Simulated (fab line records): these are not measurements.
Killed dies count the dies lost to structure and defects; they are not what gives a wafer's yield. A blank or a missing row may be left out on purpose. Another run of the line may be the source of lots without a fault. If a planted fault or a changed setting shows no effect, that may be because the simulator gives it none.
2 desks, one fault | flow sky130 | each desk has only its own numbers; what lay behind them comes last

## AT THE TOOL OWNER'S DESK: plasmaAsher-01
The tool's own readings at SKY_NWELL_STRIP_14 (strips in O2/N2): means of the sampled wafers that have a number, for each lot that ran on this tool. Any lot whose mean is over 4 standard deviations away from the usual mean is out of limits and marked OUT; that distance is given in the brackets.
Columns: A = chamberPressureMTorr at SKY_NWELL_STRIP_14, usual 1500.0 mTorr; B = drypumpMotorCurrentA at SKY_NWELL_STRIP_14, usual 5.8 A; C = o2FlowSccm at SKY_NWELL_STRIP_14, usual 2998 sccm; D = oesProductAu at SKY_NWELL_STRIP_14, usual 0.723 a.u.; E = stripTimeToEndpointS at SKY_NWELL_STRIP_14, usual 36.93 s
lot  | first seen here | A      | B   | C    | D               | E
L862 | day 4 17:44     | 1499.1 | 5.7 | 3003 | 0.723           | 36.99
L867 | day 6 02:07     | 1500.8 | 5.7 | 3010 | 0.721           | 36.87
L873 | day 7 10:32     | 1500.6 | 5.7 | 3001 | 0.664 (-12) OUT | 36.95
L875 | day 8 01:01     | 1499.6 | 5.3 | 2991 | 0.666 (-12) OUT | 37.08
L876 | day 8 09:10     | 1499.9 | 5.3 | 2994 | 0.661 (-13) OUT | 36.90
This desk's verdict: out of limits on L873, L875, L876, starting with L873 at day 7 10:32 (oesProductAu at SKY_NWELL_STRIP_14). In limits: L862, L867.

## FROM THE METROLOGY DESK
What the gauges read, lot by lot, whatever tool the lot ran on: means of the sampled wafers that have a number. Any lot whose mean is over 4 standard deviations away from the usual mean is out of limits and marked OUT; that distance is given in the brackets.
Columns: A = NWELL_2_TW at SKY_NWELL_TW_MEAS_26, usual 493.9; B = PWDE_RS at SKY_NWELL_RS_MEAS_31, usual 5272 ohm/sq
lot  | first seen here | A     | B
L862 | day 5 11:50     | 494.8 | 5279
L864 | day 6 02:22     | 494.2 | 5273
L865 | day 6 04:08     | 495.4 | 5267
L866 | day 6 17:05     | 493.8 | 5262
L867 | day 6 21:34     | 496.1 | 5272
L869 | day 7 08:22     | 497.2 | 5265
L871 | day 7 17:30     | 496.0 | 5253
L873 | day 8 06:17     | 494.2 | 5269
L875 | day 8 22:38     | 495.6 | 5265
L876 | day 9 06:08     | 491.0 | 5262
L880 | day 10 00:14    | 494.6 | 5259
L881 | day 10 07:52    | 491.0 | 5272
L882 | day 10 13:25    | 490.2 | 5282
L883 | day 10 18:29    | 495.7 | 5264
L884 | day 11 04:26    | 495.0 | 5283
This desk found nothing out of limits on any of the 15 lots.

## ALL TOGETHER
An alarm could have come from the tool owner's desk at day 7 10:32, on L873, L875, L876.
The metrology desk saw nothing out of limits.
The metrology desk has L873, L875, L876 on record, within its limits.
SKY_NWELL_STRIP_14 was run on plasmaAsher-01 by each of the lots named.

## WHAT THE SIMULATOR PUT IN
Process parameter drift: plasmaAsher-01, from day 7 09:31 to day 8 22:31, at SKY_NWELL_STRIP_14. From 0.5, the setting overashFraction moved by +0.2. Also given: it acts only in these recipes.
Struck lots among those shown: L873, L875, L876.
Delay in hours, fault start to first out-of-limits reading, by desk: the tool owner's desk at 1.
